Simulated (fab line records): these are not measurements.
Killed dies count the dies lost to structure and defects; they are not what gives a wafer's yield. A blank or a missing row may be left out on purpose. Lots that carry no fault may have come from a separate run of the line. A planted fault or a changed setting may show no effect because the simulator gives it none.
Matching of chambers :: flow sky130 :: pecvd-01 running SKY_CAPM_CVD_00: 3 sister chambers
The step deposits SiO2, target thk 15.5 nm. 14 wafers are shown with their chamber, then 7 later ones without.

## WAFERS PAIRED WITH THEIR CHAMBERS
wafer: L077.2
chamber: 2
heater power w (W): 729

wafer: L077.4
chamber: 0
heater power w (W): 625

wafer: L077.5
chamber: 2
heater power w (W): 727

wafer: L079.4
chamber: 2
heater power w (W): 756

wafer: L079.5
chamber: 0
heater power w (W): 663

wafer: L079.6
chamber: 1
heater power w (W): 789

wafer: L080.2
chamber: 0
heater power w (W): 621

wafer: L080.5
chamber: 1
heater power w (W): 719

wafer: L080.6
chamber: 2
heater power w (W): 694

wafer: L088.1
chamber: 1
heater power w (W): 678

wafer: L088.2
chamber: 0
heater power w (W): 621

wafer: L088.6
chamber: 1
heater power w (W): 663

wafer: L090.1
chamber: 0
heater power w (W): 582

wafer: L090.3
chamber: 1
heater power w (W): 679

SIGNATURES, as means of the wafers listed above
reading: heater power w
chamber 0: 622.40
chamber 1: 705.60
chamber 2: 726.50
scatter within a chamber: 37.7
Rule: distance of a wafer from a chamber = root of the sum over the readings of ((wafer's reading minus chamber's mean) / reading's scatter) squared. If the next closest chamber is less than 2 further off than the closest, the wafer can't be placed; otherwise it belongs to the closest. The scatter: take each reading less its chamber's mean, square it, sum over the shown wafers, divide by the number of wafers less the number of chambers, and take the root.

## WAFERS WHOSE CHAMBER IS MISSING
wafer: L090.5
heater power w (W): 688

wafer: L094.1
heater power w (W): 634

wafer: L094.2
heater power w (W): 840

wafer: L094.3
heater power w (W): 704

wafer: L094.4
heater power w (W): 636

wafer: L094.5
heater power w (W): 711

wafer: L094.6
heater power w (W): 836

## EACH ONE'S CHAMBER
wafer: L090.5
from the rows above: can't be placed: 1 or 2 or 0
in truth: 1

wafer: L094.1
from the rows above: can't be placed: 0 or 1
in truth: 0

wafer: L094.2
from the rows above: can't be placed: 2 or 1
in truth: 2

wafer: L094.3
from the rows above: can't be placed: 1 or 2
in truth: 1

wafer: L094.4
from the rows above: can't be placed: 0 or 1
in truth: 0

wafer: L094.5
from the rows above: can't be placed: 1 or 2
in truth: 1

wafer: L094.6
from the rows above: can't be placed: 2 or 1
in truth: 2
Correct placement for 0 of the 7. Cannot be placed on the basis of these rows: 7; the candidates contain the true chamber in 7. 0 placed wrongly.
